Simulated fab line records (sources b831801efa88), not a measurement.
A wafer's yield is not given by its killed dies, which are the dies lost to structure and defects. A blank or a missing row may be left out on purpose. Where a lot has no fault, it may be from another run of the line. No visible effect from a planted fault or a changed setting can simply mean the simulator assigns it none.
Matching of chambers    flow sky130    3 sister chambers for SKY_VIA1_HDPCVD_00 on hdpcvd-01
The step deposits SiO2, target thk 1030 nm, time 171.7 s. 3 wafers are shown with their chamber, then 7 later ones without.

WAFERS WITH THEIR CHAMBER
wafer   chamber  susceptor temp C (C)
L801.3  0        400.08
L808.1  2        399.81
L808.2  1        400.11

WAFERS MISSING THEIR CHAMBER
wafer   susceptor temp C (C)
L808.5  400.35
L811.4  400.02
L811.5  399.92
L811.6  399.93
L815.3  400.14
L815.4  399.83
L815.6  400.03

WHICH CHAMBER EACH ONE RAN IN
wafer    from the rows above            in truth
L808.5   can't be placed: 1 or 0        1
L811.4   can't be placed: 0 or 1 or 2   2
L811.5   can't be placed: 2 or 0 or 1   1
L811.6   can't be placed: 2 or 0 or 1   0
L815.3   can't be placed: 1 or 0        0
L815.4   2                              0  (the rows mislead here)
L815.6   can't be placed: 0 or 1 or 2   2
0 of 7 placed correctly. These rows do not allow placing 6 (true chamber among the candidates in 6). Placed wrongly: 1.
How it was worked out, from the rows above alone: a wafer's distance from a chamber is the root of the sum, over the readings, of the square of ((its reading less the chamber's mean) divided by the reading's scatter). If the next closest chamber is less than 2 further off than the closest, the wafer can't be placed; otherwise it belongs to the closest. The mean given for a chamber averages the wafers shown for that chamber. The scatter: root of mean squared gap, hidden wafer to nearest shown wafer, with one shown wafer a chamber.
